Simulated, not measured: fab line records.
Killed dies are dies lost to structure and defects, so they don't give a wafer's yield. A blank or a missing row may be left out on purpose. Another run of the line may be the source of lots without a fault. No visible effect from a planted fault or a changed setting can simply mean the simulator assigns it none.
The tool behind it: which one? :: flow sky130 :: 12 lots, 36 wafers sampled, at 5 steps of a route of 708

WHAT THE GAUGES SHOWED, per wafer
SKY_FIELD_ISO_THK_MEAS_25. Usual: FIELD_ISO_CVD_24_THK 594 nm, standard deviation 10.
lot: L552
measured: day 2 11:26
on: film metro-04
FIELD_ISO_CVD_24_THK (nm): 590 596 599
flag: 

lot: L553
measured: day 2 15:22
on: film metro-04
FIELD_ISO_CVD_24_THK (nm): 595 586 594
flag: 

lot: L554
measured: day 2 16:32
on: film metro-04
FIELD_ISO_CVD_24_THK (nm): 587 606 607
flag: 

lot: L555
measured: day 3 00:31
on: film metro-01
FIELD_ISO_CVD_24_THK (nm): 609 598 610
flag: 

lot: L556
measured: day 3 06:30
on: film metro-04
FIELD_ISO_CVD_24_THK (nm): 595 600 593
flag: 

lot: L557
measured: day 3 11:01
on: film metro-03
FIELD_ISO_CVD_24_THK (nm): 603 603 593
flag: 

lot: L567
measured: day 5 14:17
on: film metro-03
FIELD_ISO_CVD_24_THK (nm): 590 598 606
flag: 

lot: L568
measured: day 5 20:23
on: film metro-04
FIELD_ISO_CVD_24_THK (nm): 583 586 598
flag: 

lot: L569
measured: day 5 23:56
on: film metro-04
FIELD_ISO_CVD_24_THK (nm): 604 600 580
flag: 

lot: L570
measured: day 6 03:10
on: film metro-03
FIELD_ISO_CVD_24_THK (nm): 581 584 589
flag: 

lot: L574
measured: day 7 01:04
on: film metro-01
FIELD_ISO_CVD_24_THK (nm): 581 593 571
flag: 

lot: L575
measured: day 7 07:10
on: film metro-04
FIELD_ISO_CVD_24_THK (nm): 611 606 588
flag: 

SKY_VT_ADJUST_HVTR_OVL_MEAS_08. Usual: VT_ADJUST_HVTR_OVL 0.1 nm, standard deviation 1.1.
lot: L552
measured: day 9 16:11
on: overlay-02
VT_ADJUST_HVTR_OVL (nm): -0.2 -0.5 0.4
flag: 

lot: L553
measured: day 9 23:13
on: overlay-02
VT_ADJUST_HVTR_OVL (nm): 0.3 -0.7 -0.5
flag: 

lot: L554
measured: day 10 18:23
on: overlay-01
VT_ADJUST_HVTR_OVL (nm): -1.3 -2.4 -1.3
flag: 

lot: L555
measured: day 10 18:43
on: overlay-02
VT_ADJUST_HVTR_OVL (nm): -0.2 0.5 -0.4
flag: 

lot: L556
measured: day 10 19:56
on: overlay-01
VT_ADJUST_HVTR_OVL (nm): -0.6 1.0 0.2
flag: 

lot: L557
measured: day 11 12:40
on: overlay-01
VT_ADJUST_HVTR_OVL (nm): 1.1 1.6 1.5
flag: 

lot: L567
measured: day 14 04:47
on: overlay-01
VT_ADJUST_HVTR_OVL (nm): -0.9 -1.9 0.8
flag: 

lot: L568
measured: day 14 12:34
on: overlay-01
VT_ADJUST_HVTR_OVL (nm): 1.3 0.0 0.6
flag: 

lot: L569
measured: day 14 20:37
on: overlay-01
VT_ADJUST_HVTR_OVL (nm): -0.8 -1.9 0.3
flag: 

lot: L570
measured: day 14 23:46
on: overlay-02
VT_ADJUST_HVTR_OVL (nm): 0.5 0.6 1.0
flag: 

lot: L574
measured: day 16 05:38
on: overlay-02
VT_ADJUST_HVTR_OVL (nm): 1.3 -0.6 -1.4
flag: 

lot: L575
measured: day 16 13:49
on: overlay-02
VT_ADJUST_HVTR_OVL (nm): -0.7 0.2 0.4
flag: 

SKY_SONOS_ONO_THK_MEAS_05. Usual: SONOS_ONO_CVD_04_THK 5.70 nm, standard deviation 0.097.
lot: L552
measured: day 11 21:47
on: film metro-03
SONOS_ONO_CVD_04_THK (nm): 5.60 5.59 5.72
flag: 

lot: L553
measured: day 12 05:14
on: film metro-03
SONOS_ONO_CVD_04_THK (nm): 5.63 5.61 5.57
flag: 

lot: L554
measured: day 12 23:30
on: film metro-01
SONOS_ONO_CVD_04_THK (nm): 5.78 5.85 5.72
flag: 

lot: L555
measured: day 12 23:32
on: film metro-04
SONOS_ONO_CVD_04_THK (nm): 5.73 5.65 5.65
flag: 

lot: L556
measured: day 13 03:18
on: film metro-04
SONOS_ONO_CVD_04_THK (nm): 9.01 8.96 8.94 9.01 8.97 8.92
flag: OFF

lot: L557
measured: day 13 21:31
on: film metro-03
SONOS_ONO_CVD_04_THK (nm): 9.08 8.95 9.07 9.15 8.97 9.14
flag: OFF

lot: L567
measured: day 16 18:16
on: film metro-04
SONOS_ONO_CVD_04_THK (nm): 5.63 5.65 5.53
flag: 

lot: L568
measured: day 17 01:50
on: film metro-03
SONOS_ONO_CVD_04_THK (nm): 5.62 5.69 5.59
flag: 

lot: L569
measured: day 17 09:41
on: film metro-03
SONOS_ONO_CVD_04_THK (nm): 5.62 5.76 5.76
flag: 

lot: L570
measured: day 17 13:39
on: film metro-04
SONOS_ONO_CVD_04_THK (nm): 5.72 5.61 5.70
flag: 

lot: L574
measured: day 19 00:35
on: film metro-01
SONOS_ONO_CVD_04_THK (nm): 5.70 5.68 5.64
flag: 

lot: L575
measured: day 19 06:17
on: film metro-04
SONOS_ONO_CVD_04_THK (nm): 5.80 5.91 5.83
flag: 

SKY_SONOS_ONO_OVL_MEAS_14. Usual: SONOS_ONO_OVL -0.1 nm, standard deviation 1.2.
lot: L552
measured: day 12 22:02
on: overlay-01
SONOS_ONO_OVL (nm): -1.5 0.4 -1.6
flag: 

lot: L553
measured: day 13 05:47
on: overlay-01
SONOS_ONO_OVL (nm): 0.5 -1.3 -1.4
flag: 

lot: L554
measured: day 14 00:53
on: overlay-01
SONOS_ONO_OVL (nm): -0.3 0.4 0.7
flag: 

lot: L555
measured: day 14 01:12
on: overlay-02
SONOS_ONO_OVL (nm): -1.2 -1.9 -0.9
flag: 

lot: L556
measured: day 14 04:17
on: overlay-02
SONOS_ONO_OVL (nm): 0.5 -0.5 1.3
flag: 

lot: L557
measured: day 14 22:59
on: overlay-02
SONOS_ONO_OVL (nm): -0.8 0.5 1.3
flag: 

lot: L567
measured: day 17 23:23
on: overlay-01
SONOS_ONO_OVL (nm): -3.7 -1.2 -1.5
flag: 

lot: L568
measured: day 18 07:19
on: overlay-01
SONOS_ONO_OVL (nm): 1.0 -1.2 -2.0
flag: 

lot: L569
measured: day 18 15:08
on: overlay-01
SONOS_ONO_OVL (nm): 0.2 -0.3 0.7
flag: 

lot: L570
measured: day 18 19:00
on: overlay-01
SONOS_ONO_OVL (nm): 0.6 0.3 0.2
flag: 

lot: L574
measured: day 20 07:59
on: overlay-02
SONOS_ONO_OVL (nm): -1.9 0.6 0.4
flag: 

lot: L575
measured: day 20 13:14
on: overlay-01
SONOS_ONO_OVL (nm): 3.7 3.0 2.4
flag: 

WHAT TOOL EACH LOT RAN ON (gives the tool, then ch and the chambers of the sampled wafers, and finally the start)
lot: L552
SKY_SONOS_ONO_CVD_04: lpcvd-03 ch 1, day 11 20:32

lot: L553
SKY_SONOS_ONO_CVD_04: lpcvd-03 ch 1, day 12 03:22

lot: L554
SKY_SONOS_ONO_CVD_04: lpcvd-03 ch 0, day 12 22:15

lot: L555
SKY_SONOS_ONO_CVD_04: lpcvd-03 ch 1, day 12 22:15

lot: L556
SKY_SONOS_ONO_CVD_04: lpcvd-03 ch 0, day 13 02:03

lot: L557
SKY_SONOS_ONO_CVD_04: lpcvd-03 ch 0, day 13 20:16

lot: L567
SKY_SONOS_ONO_CVD_04: lpcvd-03 ch 0, day 16 17:01

lot: L568
SKY_SONOS_ONO_CVD_04: lpcvd-03 ch 1, day 17 00:35

lot: L569
SKY_SONOS_ONO_CVD_04: lpcvd-03 ch 1, day 17 07:47

lot: L570
SKY_SONOS_ONO_CVD_04: lpcvd-03 ch 1, day 17 11:46

lot: L574
SKY_SONOS_ONO_CVD_04: lpcvd-03 ch 0, day 18 23:20

lot: L575
SKY_SONOS_ONO_CVD_04: lpcvd-03 ch 0, day 19 05:00
- SKY_SONOS_ONO_CVD_04: deposits SiO2 from SiH4/N2O, target thk 5.7199 nm.

WHAT THE TOOLS THEMSELVES READ (means of the sampled wafers that have a number; where no wafer has one, the mark that the record gives instead)
SKY_SONOS_ONO_CVD_04. Usual: spike tc bottom C 912.6 C, standard deviation 1.2; spike tc centre C 900.4 C, standard deviation 1.1; spike tc lower C 901.0 C, standard deviation 1.6; spike tc top C 907.4 C, standard deviation 1.7; spike tc upper C 899.6 C, standard deviation 1.3; susceptor temp C 899.9 C, standard deviation 0.34; zone power lower pct 16.44 %, standard deviation 0.19; zone power upper pct 16.67 %, standard deviation 0.25.
lot: L552
tool: lpcvd-03
spike tc bottom C (C): 912.4
spike tc centre C (C): 899.1
spike tc lower C (C): 902.0
spike tc top C (C): 909.0
spike tc upper C (C): 900.5
susceptor temp C (C): 899.8
zone power lower pct (%): 16.24
zone power upper pct (%): 16.89
flag: 

lot: L553
tool: lpcvd-03
spike tc bottom C (C): 912.1
spike tc centre C (C): 900.4
spike tc lower C (C): 902.3
spike tc top C (C): 909.6
spike tc upper C (C): 900.9
susceptor temp C (C): 900.1
zone power lower pct (%): 16.46
zone power upper pct (%): 16.91
flag: 

lot: L554
tool: lpcvd-03
spike tc bottom C (C): 912.4
spike tc centre C (C): 901.3
spike tc lower C (C): 901.2
spike tc top C (C): 905.2
spike tc upper C (C): 897.6
susceptor temp C (C): 900.0
zone power lower pct (%): 16.53
zone power upper pct (%): 16.41
flag: 

lot: L555
tool: lpcvd-03
spike tc bottom C (C): 912.1
spike tc centre C (C): 899.4
spike tc lower C (C): 902.9
spike tc top C (C): 907.3
spike tc upper C (C): 899.3
susceptor temp C (C): 899.6
zone power lower pct (%): 16.18
zone power upper pct (%): 16.76
flag: 

lot: L556
tool: lpcvd-03
spike tc bottom C (C): 944.2
spike tc centre C (C): 932.8
spike tc lower C (C): 930.5
spike tc top C (C): 937.4
spike tc upper C (C): 930.3
susceptor temp C (C): 930.9
zone power lower pct (%): 17.83
zone power upper pct (%): 17.90
flag: OFF

lot: L557
tool: lpcvd-03
spike tc bottom C (C): 944.5
spike tc centre C (C): 932.9
spike tc lower C (C): 930.6
spike tc top C (C): 937.2
spike tc upper C (C): 930.7
susceptor temp C (C): 931.1
zone power lower pct (%): 17.93
zone power upper pct (%): 17.91
flag: OFF

lot: L567
tool: lpcvd-03
spike tc bottom C (C): 913.0
spike tc centre C (C): 900.6
spike tc lower C (C): 899.9
spike tc top C (C): 906.1
spike tc upper C (C): 897.2
susceptor temp C (C): 899.9
zone power lower pct (%): 16.58
zone power upper pct (%): 16.44
flag: 

lot: L568
tool: lpcvd-03
spike tc bottom C (C): 911.9
spike tc centre C (C): 899.4
spike tc lower C (C): 902.9
spike tc top C (C): 909.5
spike tc upper C (C): 899.6
susceptor temp C (C): 900.2
zone power lower pct (%): 16.32
zone power upper pct (%): 17.01
flag: 

lot: L569
tool: lpcvd-03
spike tc bottom C (C): 912.8
spike tc centre C (C): 900.3
spike tc lower C (C): 902.0
spike tc top C (C): 907.9
spike tc upper C (C): 900.9
susceptor temp C (C): 900.1
zone power lower pct (%): 16.46
zone power upper pct (%): 16.86
flag: 

lot: L570
tool: lpcvd-03
spike tc bottom C (C): 911.8
spike tc centre C (C): 899.8
spike tc lower C (C): 902.4
spike tc top C (C): 908.9
spike tc upper C (C): 901.1
susceptor temp C (C): 899.8
zone power lower pct (%): 16.49
zone power upper pct (%): 16.73
flag: 

lot: L574
tool: lpcvd-03
spike tc bottom C (C): 912.6
spike tc centre C (C): 900.9
spike tc lower C (C): 898.3
spike tc top C (C): 905.2
spike tc upper C (C): 898.3
susceptor temp C (C): 900.0
zone power lower pct (%): 16.58
zone power upper pct (%): 16.44
flag: 

lot: L575
tool: lpcvd-03
spike tc bottom C (C): 913.2
spike tc centre C (C): 900.8
spike tc lower C (C): 899.4
spike tc top C (C): 906.2
spike tc upper C (C): 899.3
susceptor temp C (C): 900.0
zone power lower pct (%): 16.54
zone power upper pct (%): 16.48
flag: 

THE ANSWER, worked out from the rows above alone
Rule: a lot is off if the mean of its wafers that have a number lies more than 3 standard deviations from the usual mean. Also off: a lot with no number at a reading for which 4 or more lots have one. All remaining lots with rows at the step are treated as sound. The gauges are gone through in route order, then the tools' own readings, and for those a lot's mean is taken as printed above. The first step at which some lot is off is used, and at that step the reading that is off furthest; a lot without a number counts as furthest.
Off: L556, L557, at SKY_SONOS_ONO_THK_MEAS_05 (SONOS_ONO_CVD_04_THK).
If a tool, at a process step before that reading, ran all the lots that are off and no sound lot after the first of them, it fits. The gauges at SKY_SONOS_ONO_THK_MEAS_05 aren't tried: what is off there is off at SKY_SONOS_ONO_CVD_04 too, on other tools, and a gauge's error can't cause that. Of those tried, none fits.

WHAT WAS PUT IN BY THE SIMULATOR
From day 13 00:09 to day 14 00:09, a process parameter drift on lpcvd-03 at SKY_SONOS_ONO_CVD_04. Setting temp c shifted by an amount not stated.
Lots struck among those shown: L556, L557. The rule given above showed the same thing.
